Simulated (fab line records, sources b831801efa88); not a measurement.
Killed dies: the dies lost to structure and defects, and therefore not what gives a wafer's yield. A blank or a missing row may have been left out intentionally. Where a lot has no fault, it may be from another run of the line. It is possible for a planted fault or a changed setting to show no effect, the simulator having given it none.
8D (eight disciplines) problem report, filled in by code ; flow gf180mcu ; the parts of the form that need people (team, actions taken, sign-off) are left out

1. WHAT WENT WRONG
At GF_DNWELL_IMPLANT_07, beam_energy_keV averages 1447.8 over 6 wafers from 2 lots, while fault-free wafers read 1500.1, standard deviation 0.43. That is -99 or more standard deviations from the usual mean.
First seen on wafer L755.1, day 4 16:18, on implanter-02. The record holds 18 wafers of 6 lots with a number at this step. Rule for "out", or "out of limits": more than 4 standard deviations from the usual mean. The rest of the wafers with a number are treated as sound.

2. WHAT IT IS, WHAT IT ISN'T
question;is;is not
which readings at this step;beam_energy_keV;dose_ions_cm2
which lots;L755, L761;L751, L754, L766, L768
which wafers of those lots;all that have a number;-
read on which tools;implanter-02;implanter-01, implanter-03
when;from day 4 16:18;"up to then (6 sound wafers); but 6 sound wafers of L766, L768 came after"

3. SUSPECTS, AND WHAT RULES EACH OUT
Counting: a tool at any process step up to the reading remains a suspect when it ran all the lots that are out and ran no sound lot after the first of those.
- implanter-02 at GF_DNWELL_IMPLANT_07: kept. It processed each lot that is out, first L755 at day 4 16:18, and no sound lot thereafter; up to then, the last sound lot it processed was L754 at day 4 12:00. Out on those wafers are its own readings of beam_energy_keV.
The count leaves implanter-02 at GF_DNWELL_IMPLANT_07.

4. THE CAUSE (what the simulator had put in)
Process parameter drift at GF_DNWELL_IMPLANT_07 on implanter-02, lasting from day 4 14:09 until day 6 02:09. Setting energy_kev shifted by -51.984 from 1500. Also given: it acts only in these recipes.
After counting, this tool was the only one left.

5. THE EFFECT CHAIN, in route order
One row per reading whose mean, taken over the struck wafers that have a number, lies over 3 standard deviations from the usual. Scope: only readings with a usual standard deviation given in the record; hours: median across lots of the time from each lot's start at the first step in this table that gives one to its start at this step; sigmas: change in usual standard deviations.
hours;step;reading;usual;on struck wafers;change;sigmas
0;GF_DNWELL_IMPLANT_07;beam_energy_keV;1500.1;1447.8;-52.3;-99 or more
The process steps in it:
- GF_DNWELL_IMPLANT_07

6. WHAT WOULD HAVE CAUGHT IT SOONER
First out-of-limits reading in this record: day 4 16:18, which is 2 hours after fault onset at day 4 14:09.
